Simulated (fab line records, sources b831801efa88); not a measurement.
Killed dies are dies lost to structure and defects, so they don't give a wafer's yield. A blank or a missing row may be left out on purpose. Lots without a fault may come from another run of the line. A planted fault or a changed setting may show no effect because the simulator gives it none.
Which tool did it? | flow sfq_line | 15 lots, 43 wafers sampled, at 4 steps of a route of 325

WHAT THE GAUGES READ, wafer by wafer
SFQ_JJ_OVL_MEAS_931.
lot  | measured     | on         | J5_OVL (nm)
L134 | day 50 21:50 | overlay-01 | 5 11 9
L136 | day 60 16:43 | overlay-01 | 13 7 9
L137 | day 60 17:55 | overlay-01 | -6 -8 -5
L138 | day 60 21:30 | overlay-01 | 6 2 2
L139 | day 61 11:48 | overlay-01 | -5 -5 -1
L141 | day 61 20:40 | overlay-01 | 2 0
L144 | day 62 23:31 | overlay-02 | 3 4
L146 | day 63 07:54 | overlay-02 | -1 7 -7
L148 | day 63 10:18 | overlay-02 | -5 -8 -1
L152 | day 64 06:02 | overlay-02 | 4 1 -3
L153 | day 64 10:50 | overlay-02 | 7 6 5
L154 | day 68 04:44 | overlay-02 | 1 -2 2
L155 | day 68 13:41 | overlay-02 | 2 3 5
L156 | day 68 17:17 | overlay-02 | -1 0 -1
L157 | day 69 07:10 | overlay-02 | 8 8 8

SFQ_R5_RS_MEAS_933: measures by four-point-probe.
lot  | measured     | on            | R5_MONX_RS (ohm/sq)
L134 | day 51 19:06 | film_metro-01 | 7.01 7.12 6.93
L136 | day 65 15:16 | film_metro-02 | 7.20 7.02 7.03
L137 | day 65 18:17 | film_metro-02 | 7.05 7.12 7.17
L138 | day 65 21:14 | film_metro-02 | 7.00 7.15 7.03
L139 | day 66 14:51 | film_metro-01 | 7.01 6.91 6.90
L141 | day 66 23:52 | film_metro-01 | 6.99 8.45 7.00 8.48
L144 | day 67 17:53 | film_metro-03 | 8.42 8.34 8.43 8.36
L146 | day 68 05:52 | film_metro-02 | 6.99 8.40 7.00 7.01 8.38 7.02
L148 | day 68 08:51 | film_metro-02 | 7.02 7.11 7.03
L152 | day 69 10:43 | film_metro-03 | 6.91 6.95 6.99
L153 | day 69 17:24 | film_metro-01 | 6.97 7.05 7.05
L154 | day 73 04:28 | film_metro-03 | 7.06 7.08 7.05
L155 | day 73 16:29 | film_metro-02 | 7.05 7.11 7.17
L156 | day 74 01:28 | film_metro-02 | 7.06 7.02 6.96
L157 | day 74 13:29 | film_metro-03 | 7.08 7.02 7.11

SFQ_R5_THK_MEAS_934: measures by xrf.
lot  | measured     | on            | R5_MONX_THK (nm)
L134 | day 51 19:13 | film_metro-01 | 40.0 39.0 40.6
L136 | day 65 15:22 | film_metro-02 | 38.9 39.8 39.7
L137 | day 65 18:23 | film_metro-02 | 39.4 39.4 39.1
L138 | day 65 21:22 | film_metro-02 | 39.8 38.9 39.6
L139 | day 66 14:58 | film_metro-01 | 40.4 40.6 41.0
L141 | day 67 02:53 | film_metro-01 | 39.7 32.7 40.1 32.7
L144 | day 67 21:43 | film_metro-03 | 33.0 33.1 32.8 33.1
L146 | day 68 08:41 | film_metro-02 | 39.9 32.9 40.0 40.1 33.0 40.2
L148 | day 68 08:58 | film_metro-02 | 39.8 39.3 39.6
L152 | day 69 10:50 | film_metro-03 | 40.6 40.3 40.0
L153 | day 69 17:31 | film_metro-01 | 40.5 40.0 40.0
L154 | day 73 04:35 | film_metro-03 | 39.7 39.6 39.8
L155 | day 73 16:35 | film_metro-02 | 39.5 39.3 38.9
L156 | day 74 01:35 | film_metro-02 | 39.4 40.0 40.1
L157 | day 74 13:35 | film_metro-03 | 39.5 40.1 39.5

WHICH TOOL RAN EACH LOT (tool, then ch and the chambers of the sampled wafers, then the start)
lot  | SFQ_TRILAYER_R5_DEP_SPUTTER_133
L134 | pvd_sputter-05, day 51 19:01
L136 | pvd_sputter-03, day 65 15:10
L137 | pvd_sputter-05, day 65 18:10
L138 | pvd_sputter-03, day 65 21:10
L139 | pvd_sputter-05, day 66 14:47
L141 | pvd_sputter-03, day 66 23:47
L144 | pvd_sputter-03, day 67 17:47
L146 | pvd_sputter-03, day 68 05:47
L148 | pvd_sputter-06, day 68 08:47
L152 | pvd_sputter-06, day 69 10:38
L153 | pvd_sputter-06, day 69 17:20
L154 | pvd_sputter-05, day 73 04:23
L155 | pvd_sputter-05, day 73 16:23
L156 | pvd_sputter-06, day 74 01:23
L157 | pvd_sputter-06, day 74 13:23
- SFQ_TRILAYER_R5_DEP_SPUTTER_133: material MoNx, target thk 40 nm, time 66.7 s.

WHAT THE TOOLS THEMSELVES READ (means of the sampled wafers that have a number; where no wafer has one, the mark that the record gives instead)
SFQ_TRILAYER_R5_DEP_SPUTTER_133.
lot  | tool           | throttle_valve_pct (%)
L134 | pvd_sputter-05 | 29.6
L136 | pvd_sputter-03 | 29.8
L137 | pvd_sputter-05 | 30.0
L138 | pvd_sputter-03 | 29.4
L139 | pvd_sputter-05 | 29.5
L141 | pvd_sputter-03 | 29.2
L144 | pvd_sputter-03 | 30.3
L146 | pvd_sputter-03 | 29.6
L148 | pvd_sputter-06 | 29.0
L152 | pvd_sputter-06 | 29.3
L153 | pvd_sputter-06 | 29.7
L154 | pvd_sputter-05 | 30.1
L155 | pvd_sputter-05 | 29.4
L156 | pvd_sputter-06 | 29.8
L157 | pvd_sputter-06 | 29.6

THE ANSWER, worked out from the rows above alone
Rule: what is usual is taken from the lots themselves. Put in order of their means at a reading, lots are off if they are a third of the lots or fewer, leave a main group of 4 or more, and stand apart from it by a gap of 3 or more times the standard deviation of the main group's means; of several such gaps the widest counts. A main group whose means are all the same, to the digits that the tables above print for the reading, isn't used. A lot without any number at a reading at which 4 lots or more have one is off too. The other lots that the step has rows for count as sound. The gauges are gone through in route order, then the tools' own readings, and for those a lot's mean is taken as printed above. The first step at which some lot is off is used, and at that step the reading that is off furthest; a lot without a number counts as furthest.
Off: L141, L144, L146, at SFQ_R5_RS_MEAS_933 (R5_MONX_RS). The main group: mean 7.04 ohm/sq, standard deviation 0.053.
A tool fits if, at a process step before that reading, it ran every lot that is off, and no sound lot after the first of them. The gauges at SFQ_R5_RS_MEAS_933 are tried like those tools. One fits: pvd_sputter-03 at SFQ_TRILAYER_R5_DEP_SPUTTER_133. Its last sound lot is L138 (day 65 21:10), its first lot that is off L141 (day 66 23:47): a fault that began between those two fits.

WHAT THE SIMULATOR HAD PUT IN
Process parameter drift: pvd_sputter-03, from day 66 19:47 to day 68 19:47, at SFQ_TRILAYER_R5_DEP_SPUTTER_133. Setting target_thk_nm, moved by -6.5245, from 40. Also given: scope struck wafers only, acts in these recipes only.
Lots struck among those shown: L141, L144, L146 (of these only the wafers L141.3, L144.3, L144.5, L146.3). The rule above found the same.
